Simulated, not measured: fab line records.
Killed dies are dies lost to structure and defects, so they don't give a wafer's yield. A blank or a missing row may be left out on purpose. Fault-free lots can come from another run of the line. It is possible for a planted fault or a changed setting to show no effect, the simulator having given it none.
Which of the tools did it? || flow gf180mcu || 72 wafers from 24 lots sampled at 6 of the route's 602 steps

WHAT THE GAUGES READ, wafer by wafer
GF_M3_OVL_MEAS_15. Usual: M3_OVL 0 nm, standard deviation 6.3.
{"lot": "L074", "measured": "day 21 09:08", "on": "overlay-02", "M3_OVL (nm)": "-5 -3 13", "flag": ""}
{"lot": "L075", "measured": "day 21 11:25", "on": "overlay-02", "M3_OVL (nm)": "2 1 8", "flag": ""}
{"lot": "L076", "measured": "day 21 20:47", "on": "overlay-02", "M3_OVL (nm)": "9 -2 2", "flag": ""}
{"lot": "L077", "measured": "day 22 15:56", "on": "overlay-02", "M3_OVL (nm)": "-8 0 -4", "flag": ""}
{"lot": "L078", "measured": "day 23 01:26", "on": "overlay-01", "M3_OVL (nm)": "5 -2 8", "flag": ""}
{"lot": "L080", "measured": "day 23 19:50", "on": "overlay-02", "M3_OVL (nm)": "-9 -5 -11", "flag": ""}
{"lot": "L079", "measured": "day 23 21:40", "on": "overlay-01", "M3_OVL (nm)": "2 4 -11", "flag": ""}
{"lot": "L082", "measured": "day 24 08:26", "on": "overlay-01", "M3_OVL (nm)": "-4 5 -12", "flag": ""}
{"lot": "L081", "measured": "day 24 10:04", "on": "overlay-02", "M3_OVL (nm)": "-5 2 -7", "flag": ""}
{"lot": "L083", "measured": "day 24 18:00", "on": "overlay-01", "M3_OVL (nm)": "3 -1 0", "flag": ""}
{"lot": "L084", "measured": "day 25 03:58", "on": "overlay-02", "M3_OVL (nm)": "-1 -1 3", "flag": ""}
{"lot": "L085", "measured": "day 25 12:25", "on": "overlay-01", "M3_OVL (nm)": "2 5 6", "flag": ""}
{"lot": "L086", "measured": "day 25 13:55", "on": "overlay-01", "M3_OVL (nm)": "1 1 2", "flag": ""}
{"lot": "L087", "measured": "day 26 02:56", "on": "overlay-02", "M3_OVL (nm)": "-8 -11 4", "flag": ""}
{"lot": "L088", "measured": "day 26 03:49", "on": "overlay-01", "M3_OVL (nm)": "3 5 -4", "flag": ""}
{"lot": "L089", "measured": "day 26 12:38", "on": "overlay-02", "M3_OVL (nm)": "5 9 12", "flag": ""}
{"lot": "L090", "measured": "day 26 18:58", "on": "overlay-02", "M3_OVL (nm)": "-10 -2 -2", "flag": ""}
{"lot": "L091", "measured": "day 26 21:10", "on": "overlay-01", "M3_OVL (nm)": "9 4 5", "flag": ""}
{"lot": "L092", "measured": "day 27 05:43", "on": "overlay-01", "M3_OVL (nm)": "6 3 8", "flag": ""}
{"lot": "L093", "measured": "day 27 16:22", "on": "overlay-02", "M3_OVL (nm)": "1 0 -4", "flag": ""}
{"lot": "L094", "measured": "day 27 20:40", "on": "overlay-02", "M3_OVL (nm)": "-12 8 -9", "flag": ""}
{"lot": "L095", "measured": "day 28 03:26", "on": "overlay-02", "M3_OVL (nm)": "-3 -7 -1", "flag": ""}
{"lot": "L096", "measured": "day 28 11:32", "on": "overlay-01", "M3_OVL (nm)": "-2 7 -6", "flag": ""}
{"lot": "L097", "measured": "day 28 19:47", "on": "overlay-01", "M3_OVL (nm)": "4 7 7", "flag": ""}

GF_V4_CD_MEAS_14 targets a cd of 260 nm. Usual: cd-nm 259.9 nm, standard deviation 1.
{"lot": "L074", "measured": "day 24 10:25", "on": "cd-sem-01", "cd-nm (nm)": "262.2 260.6 261.5", "flag": ""}
{"lot": "L075", "measured": "day 24 12:19", "on": "cd-sem-01", "cd-nm (nm)": "259.7 260.1 260.8", "flag": ""}
{"lot": "L076", "measured": "day 24 20:25", "on": "cd-sem-01", "cd-nm (nm)": "260.2 260.4 258.9", "flag": ""}
{"lot": "L077", "measured": "day 25 14:58", "on": "cd-sem-02", "cd-nm (nm)": "261.3 261.9 260.8", "flag": ""}
{"lot": "L078", "measured": "day 25 23:55", "on": "cd-sem-02", "cd-nm (nm)": "260.9 261.1 260.5", "flag": ""}
{"lot": "L080", "measured": "day 26 14:34", "on": "cd-sem-01", "cd-nm (nm)": "260.0 260.2 260.2", "flag": ""}
{"lot": "L079", "measured": "day 26 16:56", "on": "cd-sem-01", "cd-nm (nm)": "258.8 260.3 259.5", "flag": ""}
{"lot": "L082", "measured": "day 27 01:41", "on": "cd-sem-02", "cd-nm (nm)": "260.9 260.4 260.6", "flag": ""}
{"lot": "L081", "measured": "day 27 02:58", "on": "cd-sem-02", "cd-nm (nm)": "259.8 259.8 259.7", "flag": ""}
{"lot": "L083", "measured": "day 27 10:13", "on": "cd-sem-01", "cd-nm (nm)": "259.3 259.1 258.0", "flag": ""}
{"lot": "L084", "measured": "day 27 19:32", "on": "cd-sem-02", "cd-nm (nm)": "261.1 261.1 260.1", "flag": ""}
{"lot": "L085", "measured": "day 28 03:53", "on": "cd-sem-01", "cd-nm (nm)": "260.2 260.3 260.8", "flag": ""}
{"lot": "L086", "measured": "day 28 04:43", "on": "cd-sem-02", "cd-nm (nm)": "260.8 261.7 261.0", "flag": ""}
{"lot": "L087", "measured": "day 28 16:34", "on": "cd-sem-01", "cd-nm (nm)": "258.2 258.3 259.2", "flag": ""}
{"lot": "L088", "measured": "day 28 18:07", "on": "cd-sem-02", "cd-nm (nm)": "259.8 259.2 258.8", "flag": ""}
{"lot": "L089", "measured": "day 29 03:58", "on": "cd-sem-02", "cd-nm (nm)": "260.3 258.4 259.9", "flag": ""}
{"lot": "L090", "measured": "day 29 10:25", "on": "cd-sem-01", "cd-nm (nm)": "259.8 261.3 260.6", "flag": ""}
{"lot": "L091", "measured": "day 29 12:13", "on": "cd-sem-02", "cd-nm (nm)": "259.5 258.6 259.0", "flag": ""}
{"lot": "L092", "measured": "day 29 19:40", "on": "cd-sem-02", "cd-nm (nm)": "259.1 260.3 258.3", "flag": ""}
{"lot": "L093", "measured": "day 30 06:53", "on": "cd-sem-02", "cd-nm (nm)": "259.2 258.5 258.9", "flag": ""}
{"lot": "L094", "measured": "day 30 09:58", "on": "cd-sem-01", "cd-nm (nm)": "260.6 261.2 259.7", "flag": ""}
{"lot": "L095", "measured": "day 30 15:40", "on": "cd-sem-01", "cd-nm (nm)": "259.2 259.9 259.0", "flag": ""}
{"lot": "L096", "measured": "day 30 23:16", "on": "cd-sem-01", "cd-nm (nm)": "258.1 259.0 258.5", "flag": ""}
{"lot": "L097", "measured": "day 31 07:34", "on": "cd-sem-02", "cd-nm (nm)": "260.5 260.3 259.8", "flag": ""}

WHAT TOOL EACH LOT RAN ON (gives the tool, then ch and the chambers of the sampled wafers, and finally the start)
{"lot": "L074", "GF_M2_METAL_ETCH_16": "rie-metal-03 ch 0,1, day 19 04:57", "GF_V2_CMP_26": "cmp-02 ch 1,2,3, day 20 08:26", "GF_M4_SPUTTER_04": "pvd-sputter-03, day 22 11:42", "GF_V4_CMP_04": "cmp-01 ch 0,2,3, day 23 11:41"}
{"lot": "L075", "GF_M2_METAL_ETCH_16": "rie-metal-01 ch 0,1, day 19 08:16", "GF_V2_CMP_26": "cmp-01 ch 0,1,2, day 20 11:05", "GF_M4_SPUTTER_04": "pvd-sputter-01, day 22 13:43", "GF_V4_CMP_04": "cmp-02 ch 0,1,2, day 23 13:38"}
{"lot": "L076", "GF_M2_METAL_ETCH_16": "rie-metal-03 ch 0,1, day 19 17:46", "GF_V2_CMP_26": "cmp-01 ch 0,1,3, day 20 20:43", "GF_M4_SPUTTER_04": "pvd-sputter-04, day 22 22:28", "GF_V4_CMP_04": "cmp-02 ch 0,2, day 23 21:57"}
{"lot": "L077", "GF_M2_METAL_ETCH_16": "rie-metal-04 ch 0,1, day 20 14:28", "GF_V2_CMP_26": "cmp-02 ch 0,3, day 21 16:20", "GF_M4_SPUTTER_04": "pvd-sputter-04, day 23 18:02", "GF_V4_CMP_04": "cmp-01 ch 1,2,3, day 24 17:32"}
{"lot": "L078", "GF_M2_METAL_ETCH_16": "rie-metal-03 ch 1, day 21 00:09", "GF_V2_CMP_26": "cmp-01 ch 1,3, day 22 01:51", "GF_M4_SPUTTER_04": "pvd-sputter-04, day 24 03:23", "GF_V4_CMP_04": "cmp-01 ch 0,1, day 25 01:55"}
{"lot": "L080", "GF_M2_METAL_ETCH_16": "rie-metal-01 ch 0,1, day 21 19:04", "GF_V2_CMP_26": "cmp-02 ch 0,2, day 22 20:37", "GF_M4_SPUTTER_04": "pvd-sputter-01, day 24 21:00", "GF_V4_CMP_04": "cmp-01 ch 1,2, day 25 19:08"}
{"lot": "L079", "GF_M2_METAL_ETCH_16": "rie-metal-03 ch 0,1, day 21 20:31", "GF_V2_CMP_26": "cmp-02 ch 0,1,3, day 22 22:22", "GF_M4_SPUTTER_04": "pvd-sputter-01, day 24 23:22", "GF_V4_CMP_04": "cmp-01 ch 0,2, day 25 21:28"}
{"lot": "L082", "GF_M2_METAL_ETCH_16": "rie-metal-01 ch 0,1, day 22 08:28", "GF_V2_CMP_26": "cmp-01 ch 1,2, day 23 09:48", "GF_M4_SPUTTER_04": "pvd-sputter-03, day 25 09:10", "GF_V4_CMP_04": "cmp-01 ch 0,1,3, day 26 07:18"}
{"lot": "L081", "GF_M2_METAL_ETCH_16": "rie-metal-04 ch 0,1, day 22 08:46", "GF_V2_CMP_26": "cmp-02 ch 0,2,3, day 23 10:17", "GF_M4_SPUTTER_04": "pvd-sputter-01, day 25 10:44", "GF_V4_CMP_04": "cmp-01 ch 0,2,3, day 26 08:47"}
{"lot": "L083", "GF_M2_METAL_ETCH_16": "rie-metal-03 ch 1, day 22 18:28", "GF_V2_CMP_26": "cmp-01 ch 2,3, day 23 19:41", "GF_M4_SPUTTER_04": "pvd-sputter-03, day 25 18:02", "GF_V4_CMP_04": "cmp-02 ch 2,3, day 26 14:33"}
{"lot": "L084", "GF_M2_METAL_ETCH_16": "rie-metal-01 ch 0,1, day 23 04:20", "GF_V2_CMP_26": "cmp-02 ch 0,1,2, day 24 05:15", "GF_M4_SPUTTER_04": "pvd-sputter-01, day 26 03:59", "GF_V4_CMP_04": "cmp-02 ch 0,2,3, day 26 23:01"}
{"lot": "L085", "GF_M2_METAL_ETCH_16": "rie-metal-01 ch 0,1, day 23 14:20", "GF_V2_CMP_26": "cmp-01 ch 1,2,3, day 24 14:38", "GF_M4_SPUTTER_04": "pvd-sputter-01, day 26 11:20", "GF_V4_CMP_04": "cmp-01 ch 1,2,3, day 27 07:38"}
{"lot": "L086", "GF_M2_METAL_ETCH_16": "rie-metal-03 ch 0,1, day 23 15:01", "GF_V2_CMP_26": "cmp-02 ch 0,3, day 24 15:53", "GF_M4_SPUTTER_04": "pvd-sputter-01, day 26 12:18", "GF_V4_CMP_04": "cmp-02 ch 1,2, day 27 08:59"}
{"lot": "L087", "GF_M2_METAL_ETCH_16": "rie-metal-04 ch 0,1, day 24 04:31", "GF_V2_CMP_26": "cmp-01 ch 0,2, day 25 05:10", "GF_M4_SPUTTER_04": "pvd-sputter-03, day 26 23:42", "GF_V4_CMP_04": "cmp-01 ch 1,3, day 27 20:39"}
{"lot": "L088", "GF_M2_METAL_ETCH_16": "rie-metal-03 ch 0,1, day 24 06:25", "GF_V2_CMP_26": "cmp-02 ch 1,2, day 25 06:22", "GF_M4_SPUTTER_04": "pvd-sputter-01, day 27 00:54", "GF_V4_CMP_04": "cmp-01 ch 0,1, day 27 22:40"}
{"lot": "L089", "GF_M2_METAL_ETCH_16": "rie-metal-01 ch 1, day 24 17:39", "GF_V2_CMP_26": "cmp-01 ch 1,2,3, day 25 17:22", "GF_M4_SPUTTER_04": "pvd-sputter-01, day 27 11:17", "GF_V4_CMP_04": "cmp-01 ch 1,3, day 28 07:58"}
{"lot": "L090", "GF_M2_METAL_ETCH_16": "rie-metal-01 ch 0,1, day 25 00:02", "GF_V2_CMP_26": "cmp-02 ch 0,2, day 26 00:13", "GF_M4_SPUTTER_04": "pvd-sputter-03, day 27 18:17", "GF_V4_CMP_04": "cmp-01 ch 0,2,3, day 28 15:02"}
{"lot": "L091", "GF_M2_METAL_ETCH_16": "rie-metal-04 ch 0,1, day 25 02:37", "GF_V2_CMP_26": "cmp-01 ch 0,2,3, day 26 02:15", "GF_M4_SPUTTER_04": "pvd-sputter-01, day 27 20:06", "GF_V4_CMP_04": "cmp-01 ch 0,1,3, day 28 16:56"}
{"lot": "L092", "GF_M2_METAL_ETCH_16": "rie-metal-04 ch 0,1, day 25 10:54", "GF_V2_CMP_26": "cmp-02 ch 1,2, day 26 10:07", "GF_M4_SPUTTER_04": "pvd-sputter-03, day 28 04:38", "GF_V4_CMP_04": "cmp-02 ch 1,2,3, day 29 00:48"}
{"lot": "L093", "GF_M2_METAL_ETCH_16": "rie-metal-04 ch 1, day 25 22:50", "GF_V2_CMP_26": "cmp-02 ch 0,2, day 26 20:01", "GF_M4_SPUTTER_04": "pvd-sputter-03, day 28 15:24", "GF_V4_CMP_04": "cmp-02 ch 0,1, day 29 12:13"}
{"lot": "L094", "GF_M2_METAL_ETCH_16": "rie-metal-01 ch 0,1, day 26 03:29", "GF_V2_CMP_26": "cmp-02 ch 0,1,3, day 26 23:31", "GF_M4_SPUTTER_04": "pvd-sputter-03, day 28 19:26", "GF_V4_CMP_04": "cmp-02 ch 0,2,3, day 29 14:49"}
{"lot": "L095", "GF_M2_METAL_ETCH_16": "rie-metal-03 ch 0,1, day 26 09:17", "GF_V2_CMP_26": "cmp-02 ch 0,2,3, day 27 06:56", "GF_M4_SPUTTER_04": "pvd-sputter-01, day 29 01:34", "GF_V4_CMP_04": "cmp-01 ch 1,3, day 29 21:17"}
{"lot": "L096", "GF_M2_METAL_ETCH_16": "rie-metal-01 ch 0,1, day 26 15:02", "GF_V2_CMP_26": "cmp-02 ch 0,3, day 27 14:32", "GF_M4_SPUTTER_04": "pvd-sputter-04, day 29 09:26", "GF_V4_CMP_04": "cmp-01 ch 0,1,2, day 30 04:57"}
{"lot": "L097", "GF_M2_METAL_ETCH_16": "rie-metal-04 ch 0,1, day 27 00:37", "GF_V2_CMP_26": "cmp-02 ch 0,1,3, day 27 23:47", "GF_M4_SPUTTER_04": "pvd-sputter-03, day 29 17:54", "GF_V4_CMP_04": "cmp-02 ch 1,3, day 30 13:15"}
- GF_M2_METAL_ETCH_16: etches the open film in Cl2/BCl3, stops on SiO2, target depth 627.5 nm, time 104.6 s.
- GF_V2_CMP_26: polishes, stops on SiO2, t overpolish 15 s, target thk 0 nm.
- GF_M4_SPUTTER_04: material TiN, target thk 50 nm, time 41.7 s.
- GF_V4_CMP_04: polishes SiO2.

WHAT THE TOOLS THEMSELVES READ (means of the sampled wafers that have a number; where no wafer has one, the mark that the record gives instead)
GF_M2_METAL_ETCH_16. Usual: bias-w 140.0 W, standard deviation 0.4; drypump-motor-current-A 5.7 A, standard deviation 0.33; oes-product-au 0.973 a.u., standard deviation 0.0075; throttle-valve-pct 28.248 %, standard deviation 0.01.
{"lot": "L074", "tool": "rie-metal-03", "bias-w (W)": 139.5, "drypump-motor-current-A (A)": 5.7, "oes-product-au (a.u.)": 0.973, "throttle-valve-pct (%)": 28.243, "flag": ""}
{"lot": "L075", "tool": "rie-metal-01", "bias-w (W)": 139.6, "drypump-motor-current-A (A)": 5.4, "oes-product-au (a.u.)": 0.972, "throttle-valve-pct (%)": 28.252, "flag": ""}
{"lot": "L076", "tool": "rie-metal-03", "bias-w (W)": 139.9, "drypump-motor-current-A (A)": 5.7, "oes-product-au (a.u.)": 0.974, "throttle-valve-pct (%)": 28.242, "flag": ""}
{"lot": "L077", "tool": "rie-metal-04", "bias-w (W)": 139.7, "drypump-motor-current-A (A)": 5.9, "oes-product-au (a.u.)": 0.968, "throttle-valve-pct (%)": 28.253, "flag": ""}
{"lot": "L078", "tool": "rie-metal-03", "bias-w (W)": 140.0, "drypump-motor-current-A (A)": 6.1, "oes-product-au (a.u.)": 0.976, "throttle-valve-pct (%)": 28.248, "flag": ""}
{"lot": "L080", "tool": "rie-metal-01", "bias-w (W)": 140.1, "drypump-motor-current-A (A)": 5.4, "oes-product-au (a.u.)": 0.976, "throttle-valve-pct (%)": 28.251, "flag": ""}
{"lot": "L079", "tool": "rie-metal-03", "bias-w (W)": 140.2, "drypump-motor-current-A (A)": 5.9, "oes-product-au (a.u.)": 0.971, "throttle-valve-pct (%)": 28.243, "flag": ""}
{"lot": "L082", "tool": "rie-metal-01", "bias-w (W)": 140.0, "drypump-motor-current-A (A)": 5.3, "oes-product-au (a.u.)": 0.970, "throttle-valve-pct (%)": 28.254, "flag": ""}
{"lot": "L081", "tool": "rie-metal-04", "bias-w (W)": 139.8, "drypump-motor-current-A (A)": 5.7, "oes-product-au (a.u.)": 0.973, "throttle-valve-pct (%)": 28.259, "flag": ""}
{"lot": "L083", "tool": "rie-metal-03", "bias-w (W)": 140.3, "drypump-motor-current-A (A)": 6.1, "oes-product-au (a.u.)": 0.980, "throttle-valve-pct (%)": 28.243, "flag": ""}
{"lot": "L084", "tool": "rie-metal-01", "bias-w (W)": 140.2, "drypump-motor-current-A (A)": 5.3, "oes-product-au (a.u.)": 0.971, "throttle-valve-pct (%)": 28.249, "flag": ""}
{"lot": "L085", "tool": "rie-metal-01", "bias-w (W)": 140.2, "drypump-motor-current-A (A)": 5.4, "oes-product-au (a.u.)": 0.980, "throttle-valve-pct (%)": 28.238, "flag": ""}
{"lot": "L086", "tool": "rie-metal-03", "bias-w (W)": 140.0, "drypump-motor-current-A (A)": 5.7, "oes-product-au (a.u.)": 0.973, "throttle-valve-pct (%)": 28.252, "flag": ""}
{"lot": "L087", "tool": "rie-metal-04", "bias-w (W)": 140.1, "drypump-motor-current-A (A)": 5.9, "oes-product-au (a.u.)": 0.973, "throttle-valve-pct (%)": 28.241, "flag": ""}
{"lot": "L088", "tool": "rie-metal-03", "bias-w (W)": 140.2, "drypump-motor-current-A (A)": 5.9, "oes-product-au (a.u.)": 0.969, "throttle-valve-pct (%)": 28.263, "flag": ""}
{"lot": "L089", "tool": "rie-metal-01", "bias-w (W)": 139.6, "drypump-motor-current-A (A)": 5.3, "oes-product-au (a.u.)": 0.961, "throttle-valve-pct (%)": 28.256, "flag": ""}
{"lot": "L090", "tool": "rie-metal-01", "bias-w (W)": 140.5, "drypump-motor-current-A (A)": 5.4, "oes-product-au (a.u.)": 0.977, "throttle-valve-pct (%)": 28.245, "flag": ""}
{"lot": "L091", "tool": "rie-metal-04", "bias-w (W)": 139.3, "drypump-motor-current-A (A)": 5.9, "oes-product-au (a.u.)": 0.976, "throttle-valve-pct (%)": 28.249, "flag": ""}
{"lot": "L092", "tool": "rie-metal-04", "bias-w (W)": 139.9, "drypump-motor-current-A (A)": 5.7, "oes-product-au (a.u.)": 0.968, "throttle-valve-pct (%)": 28.258, "flag": ""}
{"lot": "L093", "tool": "rie-metal-04", "bias-w (W)": 139.9, "drypump-motor-current-A (A)": 6.1, "oes-product-au (a.u.)": 0.975, "throttle-valve-pct (%)": 28.251, "flag": ""}
{"lot": "L094", "tool": "rie-metal-01", "bias-w (W)": 139.9, "drypump-motor-current-A (A)": 5.3, "oes-product-au (a.u.)": 0.979, "throttle-valve-pct (%)": 28.247, "flag": ""}
{"lot": "L095", "tool": "rie-metal-03", "bias-w (W)": 140.0, "drypump-motor-current-A (A)": 5.9, "oes-product-au (a.u.)": 0.972, "throttle-valve-pct (%)": 28.253, "flag": ""}
{"lot": "L096", "tool": "rie-metal-01", "bias-w (W)": 139.9, "drypump-motor-current-A (A)": 5.4, "oes-product-au (a.u.)": 0.971, "throttle-valve-pct (%)": 28.245, "flag": ""}
{"lot": "L097", "tool": "rie-metal-04", "bias-w (W)": 140.3, "drypump-motor-current-A (A)": 5.9, "oes-product-au (a.u.)": 0.973, "throttle-valve-pct (%)": 28.239, "flag": ""}

GF_V2_CMP_26. Usual: motor-current-A 10.6 A, standard deviation 0.81; overpolish-run-s 15.001 s, standard deviation 0.0088; time-to-endpoint-s 85 s, standard deviation 6.4.
{"lot": "L074", "tool": "cmp-02", "motor-current-A (A)": 11.0, "overpolish-run-s (s)": 15.013, "time-to-endpoint-s (s)": 83, "flag": ""}
{"lot": "L075", "tool": "cmp-01", "motor-current-A (A)": 10.2, "overpolish-run-s (s)": 14.999, "time-to-endpoint-s (s)": 83, "flag": ""}
{"lot": "L076", "tool": "cmp-01", "motor-current-A (A)": 11.0, "overpolish-run-s (s)": 14.997, "time-to-endpoint-s (s)": 89, "flag": ""}
{"lot": "L077", "tool": "cmp-02", "motor-current-A (A)": 10.6, "overpolish-run-s (s)": 15.006, "time-to-endpoint-s (s)": 85, "flag": ""}
{"lot": "L078", "tool": "cmp-01", "motor-current-A (A)": 11.1, "overpolish-run-s (s)": 14.988, "time-to-endpoint-s (s)": 82, "flag": ""}
{"lot": "L080", "tool": "cmp-02", "motor-current-A (A)": 10.6, "overpolish-run-s (s)": 14.999, "time-to-endpoint-s (s)": 83, "flag": ""}
{"lot": "L079", "tool": "cmp-02", "motor-current-A (A)": 10.8, "overpolish-run-s (s)": 15.008, "time-to-endpoint-s (s)": 87, "flag": ""}
{"lot": "L082", "tool": "cmp-01", "motor-current-A (A)": 10.1, "overpolish-run-s (s)": 14.993, "time-to-endpoint-s (s)": 92, "flag": ""}
{"lot": "L081", "tool": "cmp-02", "motor-current-A (A)": 11.1, "overpolish-run-s (s)": 15.003, "time-to-endpoint-s (s)": 89, "flag": ""}
{"lot": "L083", "tool": "cmp-01", "motor-current-A (A)": 10.3, "overpolish-run-s (s)": 15.000, "time-to-endpoint-s (s)": 88, "flag": ""}
{"lot": "L084", "tool": "cmp-02", "motor-current-A (A)": 10.4, "overpolish-run-s (s)": 15.002, "time-to-endpoint-s (s)": 83, "flag": ""}
{"lot": "L085", "tool": "cmp-01", "motor-current-A (A)": 10.7, "overpolish-run-s (s)": 15.012, "time-to-endpoint-s (s)": 88, "flag": ""}
{"lot": "L086", "tool": "cmp-02", "motor-current-A (A)": 10.7, "overpolish-run-s (s)": 15.002, "time-to-endpoint-s (s)": 84, "flag": ""}
{"lot": "L087", "tool": "cmp-01", "motor-current-A (A)": 9.7, "overpolish-run-s (s)": 14.999, "time-to-endpoint-s (s)": 92, "flag": ""}
{"lot": "L088", "tool": "cmp-02", "motor-current-A (A)": 10.7, "overpolish-run-s (s)": 15.004, "time-to-endpoint-s (s)": 77, "flag": ""}
{"lot": "L089", "tool": "cmp-01", "motor-current-A (A)": 10.5, "overpolish-run-s (s)": 14.996, "time-to-endpoint-s (s)": 85, "flag": ""}
{"lot": "L090", "tool": "cmp-02", "motor-current-A (A)": 10.9, "overpolish-run-s (s)": 15.001, "time-to-endpoint-s (s)": 86, "flag": ""}
{"lot": "L091", "tool": "cmp-01", "motor-current-A (A)": 10.2, "overpolish-run-s (s)": 15.014, "time-to-endpoint-s (s)": 92, "flag": ""}
{"lot": "L092", "tool": "cmp-02", "motor-current-A (A)": 10.3, "overpolish-run-s (s)": 14.997, "time-to-endpoint-s (s)": 81, "flag": ""}
{"lot": "L093", "tool": "cmp-02", "motor-current-A (A)": 10.2, "overpolish-run-s (s)": 15.001, "time-to-endpoint-s (s)": 84, "flag": ""}
{"lot": "L094", "tool": "cmp-02", "motor-current-A (A)": 10.6, "overpolish-run-s (s)": 14.994, "time-to-endpoint-s (s)": 81, "flag": ""}
{"lot": "L095", "tool": "cmp-02", "motor-current-A (A)": 11.0, "overpolish-run-s (s)": 15.000, "time-to-endpoint-s (s)": 86, "flag": ""}
{"lot": "L096", "tool": "cmp-02", "motor-current-A (A)": 10.3, "overpolish-run-s (s)": 15.004, "time-to-endpoint-s (s)": 83, "flag": ""}
{"lot": "L097", "tool": "cmp-02", "motor-current-A (A)": 10.9, "overpolish-run-s (s)": 15.004, "time-to-endpoint-s (s)": 81, "flag": ""}

GF_M4_SPUTTER_04. Usual: throttle-valve-pct 29.5 %, standard deviation 1.
{"lot": "L074", "tool": "pvd-sputter-03", "throttle-valve-pct (%)": 29.6, "flag": ""}
{"lot": "L075", "tool": "pvd-sputter-01", "throttle-valve-pct (%)": 28.3, "flag": ""}
{"lot": "L076", "tool": "pvd-sputter-04", "throttle-valve-pct (%)": 31.3, "flag": ""}
{"lot": "L077", "tool": "pvd-sputter-04", "throttle-valve-pct (%)": 30.7, "flag": ""}
{"lot": "L078", "tool": "pvd-sputter-04", "throttle-valve-pct (%)": 29.5, "flag": ""}
{"lot": "L080", "tool": "pvd-sputter-01", "throttle-valve-pct (%)": 29.1, "flag": ""}
{"lot": "L079", "tool": "pvd-sputter-01", "throttle-valve-pct (%)": 29.1, "flag": ""}
{"lot": "L082", "tool": "pvd-sputter-03", "throttle-valve-pct (%)": 30.2, "flag": ""}
{"lot": "L081", "tool": "pvd-sputter-01", "throttle-valve-pct (%)": 28.9, "flag": ""}
{"lot": "L083", "tool": "pvd-sputter-03", "throttle-valve-pct (%)": 30.3, "flag": ""}
{"lot": "L084", "tool": "pvd-sputter-01", "throttle-valve-pct (%)": 29.3, "flag": ""}
{"lot": "L085", "tool": "pvd-sputter-01", "throttle-valve-pct (%)": 28.7, "flag": ""}
{"lot": "L086", "tool": "pvd-sputter-01", "throttle-valve-pct (%)": 29.0, "flag": ""}
{"lot": "L087", "tool": "pvd-sputter-03", "throttle-valve-pct (%)": 29.9, "flag": ""}
{"lot": "L088", "tool": "pvd-sputter-01", "throttle-valve-pct (%)": 29.3, "flag": ""}
{"lot": "L089", "tool": "pvd-sputter-01", "throttle-valve-pct (%)": 28.7, "flag": ""}
{"lot": "L090", "tool": "pvd-sputter-03", "throttle-valve-pct (%)": 30.0, "flag": ""}
{"lot": "L091", "tool": "pvd-sputter-01", "throttle-valve-pct (%)": 29.4, "flag": ""}
{"lot": "L092", "tool": "pvd-sputter-03", "throttle-valve-pct (%)": 29.9, "flag": ""}
{"lot": "L093", "tool": "pvd-sputter-03", "throttle-valve-pct (%)": 30.6, "flag": ""}
{"lot": "L094", "tool": "pvd-sputter-03", "throttle-valve-pct (%)": 30.1, "flag": ""}
{"lot": "L095", "tool": "pvd-sputter-01", "throttle-valve-pct (%)": 28.8, "flag": ""}
{"lot": "L096", "tool": "pvd-sputter-04", "throttle-valve-pct (%)": 29.3, "flag": ""}
{"lot": "L097", "tool": "pvd-sputter-03", "throttle-valve-pct (%)": 29.8, "flag": ""}

GF_V4_CMP_04. Usual: motor-current-A 11.5 A, standard deviation 0.89; time-to-endpoint-s 83 s, standard deviation 6.8.
{"lot": "L074", "tool": "cmp-01", "motor-current-A (A)": 10.8, "time-to-endpoint-s (s)": 88, "flag": ""}
{"lot": "L075", "tool": "cmp-02", "motor-current-A (A)": 11.2, "time-to-endpoint-s (s)": 76, "flag": ""}
{"lot": "L076", "tool": "cmp-02", "motor-current-A (A)": 11.7, "time-to-endpoint-s (s)": 84, "flag": ""}
{"lot": "L077", "tool": "cmp-01", "motor-current-A (A)": 11.8, "time-to-endpoint-s (s)": 85, "flag": ""}
{"lot": "L078", "tool": "cmp-01", "motor-current-A (A)": 11.8, "time-to-endpoint-s (s)": 85, "flag": ""}
{"lot": "L080", "tool": "cmp-01", "motor-current-A (A)": 12.2, "time-to-endpoint-s (s)": 81, "flag": ""}
{"lot": "L079", "tool": "cmp-01", "motor-current-A (A)": 10.6, "time-to-endpoint-s (s)": 87, "flag": ""}
{"lot": "L082", "tool": "cmp-01", "motor-current-A (A)": 11.9, "time-to-endpoint-s (s)": 88, "flag": ""}
{"lot": "L081", "tool": "cmp-01", "motor-current-A (A)": 10.9, "time-to-endpoint-s (s)": 80, "flag": ""}
{"lot": "L083", "tool": "cmp-02", "motor-current-A (A)": 12.2, "time-to-endpoint-s (s)": 86, "flag": ""}
{"lot": "L084", "tool": "cmp-02", "motor-current-A (A)": 12.0, "time-to-endpoint-s (s)": 83, "flag": ""}
{"lot": "L085", "tool": "cmp-01", "motor-current-A (A)": 11.9, "time-to-endpoint-s (s)": 87, "flag": ""}
{"lot": "L086", "tool": "cmp-02", "motor-current-A (A)": 11.2, "time-to-endpoint-s (s)": 78, "flag": ""}
{"lot": "L087", "tool": "cmp-01", "motor-current-A (A)": 12.4, "time-to-endpoint-s (s)": 78, "flag": ""}
{"lot": "L088", "tool": "cmp-01", "motor-current-A (A)": 11.7, "time-to-endpoint-s (s)": 83, "flag": ""}
{"lot": "L089", "tool": "cmp-01", "motor-current-A (A)": 11.8, "time-to-endpoint-s (s)": 81, "flag": ""}
{"lot": "L090", "tool": "cmp-01", "motor-current-A (A)": 11.0, "time-to-endpoint-s (s)": 83, "flag": ""}
{"lot": "L091", "tool": "cmp-01", "motor-current-A (A)": 11.8, "time-to-endpoint-s (s)": 80, "flag": ""}
{"lot": "L092", "tool": "cmp-02", "motor-current-A (A)": 12.2, "time-to-endpoint-s (s)": 87, "flag": ""}
{"lot": "L093", "tool": "cmp-02", "motor-current-A (A)": 10.9, "time-to-endpoint-s (s)": 79, "flag": ""}
{"lot": "L094", "tool": "cmp-02", "motor-current-A (A)": 11.5, "time-to-endpoint-s (s)": 82, "flag": ""}
{"lot": "L095", "tool": "cmp-01", "motor-current-A (A)": 12.3, "time-to-endpoint-s (s)": 85, "flag": ""}
{"lot": "L096", "tool": "cmp-01", "motor-current-A (A)": 11.6, "time-to-endpoint-s (s)": 83, "flag": ""}
{"lot": "L097", "tool": "cmp-02", "motor-current-A (A)": 11.6, "time-to-endpoint-s (s)": 81, "flag": ""}

THE ANSWER, worked out from the rows above alone
Rule: a lot counts as off when the mean over its wafers that have a number is more than 3 standard deviations away from the usual mean. Also off: a lot with no number at a reading for which 4 or more lots have one. Where the step has rows for the other lots, those lots are counted as sound. The gauges are gone through in route order, then the tools' own readings, and for those a lot's mean is taken as printed above. The first step at which some lot is off is used, and at that step the reading that is off furthest; a lot without a number counts as furthest.
No lot is off at any reading shown: from this, nothing can be told.

WHAT HAD BEEN PUT IN BY THE SIMULATOR
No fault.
